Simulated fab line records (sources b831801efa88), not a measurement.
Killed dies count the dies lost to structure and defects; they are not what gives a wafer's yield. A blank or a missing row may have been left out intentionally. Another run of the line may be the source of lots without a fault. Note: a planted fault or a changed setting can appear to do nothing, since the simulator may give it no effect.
Split-lot trial | flow sky130 | on a route of 708 steps: 5 lots, 23 wafers read

== SPLIT DETAILS ==
At SKY_CAPM_SPUTTER_02 (material TiN, target thk 200 nm, time 166.7 s), the setting time-s was moved away from the recipe's 166.7 s on 4 of the 23 wafers read, by -13.9% to +7.6%. This setting was run at the recipe's value on the other wafers.

== FROM THE SPLIT TO THE READING: what the file shows between them, 5 steps ==
- SKY_CAPM_RS_MEAS_03: measures by four-point-probe
- SKY_CAPM_THK_MEAS_04: measures by xrf
- SKY_CAPM_DEHYDRATE_05: time 60 s
- SKY_CAPM_HMDS_06: prime time 60 s
- SKY_CAPM_DEVELOP_11: develop time 60 s

== THE READING ==
oes-product-au, in a.u., at SKY_CAPM_METAL_ETCH_13 (etches TiN in Cl2/BCl3, stops on SiO2, target depth 220 nm, time 62.9 s). Fault-free wafers of this fab line usually give 0.935 a.u., standard deviation 0.0077 a.u.

wafer  | tool, chamber at the split | time-s as run, s | against the recipe | oes-product-au, a.u. | against lot-mates on the recipe
L077.1 | pvd-sputter-04, -          | 166.7            | recipe             | 0.937                | -
L077.2 | pvd-sputter-04, -          | 166.7            | recipe             | 0.949                | -
L077.4 | pvd-sputter-04, -          | 166.7            | recipe             | 0.946                | -
L077.5 | pvd-sputter-04, -          | 166.7            | recipe             | 0.937                | -
L077.6 | pvd-sputter-04, -          | 166.7            | recipe             | 0.932                | -
L074.1 | pvd-sputter-03, -          | 166.7            | recipe             | 0.933                | -
L074.2 | pvd-sputter-03, -          | 166.7            | recipe             | 0.941                | -
L074.3 | pvd-sputter-03, -          | 166.7            | recipe             | 0.943                | -
L074.4 | pvd-sputter-03, -          | 166.7            | recipe             | 0.929                | -
L074.6 | pvd-sputter-03, -          | 166.7            | recipe             | 0.932                | -
L075.1 | pvd-sputter-03, -          | 166.7            | recipe             | 0.929                | -
L075.2 | pvd-sputter-03, -          | 166.7            | recipe             | 0.935                | -
L075.6 | pvd-sputter-03, -          | 166.7            | recipe             | 0.929                | -
L079.1 | pvd-sputter-01, -          | 166.7            | recipe             | 0.937                | -
L079.2 | pvd-sputter-01, -          | 179.4            | +7.6%              | 0.966                | +0.034
L079.4 | pvd-sputter-01, -          | 166.7            | recipe             | 0.932                | -
L079.5 | pvd-sputter-01, -          | 166.7            | recipe             | 0.927                | -
L079.6 | pvd-sputter-01, -          | 179.4            | +7.6%              | 0.968                | +0.036
L083.1 | pvd-sputter-04, -          | 143.5            | -13.9%             | 0.856                | -0.074
L083.2 | pvd-sputter-04, -          | 166.7            | recipe             | 0.914                | -
L083.4 | pvd-sputter-04, -          | 143.5            | -13.9%             | 0.855                | -0.075
L083.5 | pvd-sputter-04, -          | 166.7            | recipe             | 0.931                | -
L083.6 | pvd-sputter-04, -          | 166.7            | recipe             | 0.946                | -

THE FIT
A straight line over all 23 wafers: oes-product-au changes by +0.00533 a.u. for each +1% of time-s; r = +0.95; the points scatter about the line by 0.0081 a.u.
The same after taking each lot's own level away (the mean of its wafers on the recipe; 23 wafers): +0.00518 a.u. for each +1%; r = +0.97; scatter 0.0068 a.u.
That fit puts the effect of the largest move of time-s on the reading at 0.072 a.u.
The lots' own levels span 0.9303 to 0.9402 a.u., that is 1.3 times the standard deviation above.
Hence the lot-to-lot level has little effect on the slope; both slopes agree.
Check: for one of the wafers moved furthest among these (-13.9%), held out of the fit, the line's prediction against its lot-mates is -0.0716 a.u. Against them it came out at -0.0743 a.u.

== OTHER SPLITS ON THESE WAFERS ==
Note: prior to the reading, these wafers also went through further splits. Each is held against what the fit with the lots' levels taken away leaves over:
other split on the same wafers          | wafers away from the commonest value | r with oes-product-au (lot level and that fit taken away)
SKY_VIA1_CVD_21 pressure-torr           | 15                                   | +0.04
SKY_METAL2_ETCH_18 icp-w                | 8                                    | +0.13
SKY_VIA2_SPUTTER_20 chamber-pressure-pa | 18                                   | -0.02
SKY_METAL3_SPUTTER_01 power-w           | 8                                    | +0.15

== THE WHOLE CHAIN: every reading that the file lists as answering this split, in the file's order ==
step                   | what it does                                                            | reading                                                                        | change (the file's fit)                   | r (the file's)
SKY_CAPM_SPUTTER_02    | material TiN, target thk 200 nm, time 166.7 s                           | TiN_of_CAPM_SPUTTER_02.thk-nm (the simulator's own value, which no gauge read) | +1.9 nm for each +1% of the setting       | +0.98
SKY_CAPM_RS_MEAS_03    | measures by four-point-probe                                            | CAPM_TIN_RS                                                                    | -0.0779 for each +1% of the setting       | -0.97
SKY_CAPM_THK_MEAS_04   | measures by xrf                                                         | CAPM_TIN_THK                                                                   | +1.99 for each +1% of the setting         | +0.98
SKY_CAPM_METAL_ETCH_13 | etches TiN in Cl2/BCl3, stops on SiO2, target depth 220 nm, time 62.9 s | oes-product-au                                                                 | +0.00522 a.u. for each +1% of the setting | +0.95

== FILE'S OWN FIT ==
oes-product-au changes by +0.00522 a.u. for each +1% of time-s, r = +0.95.
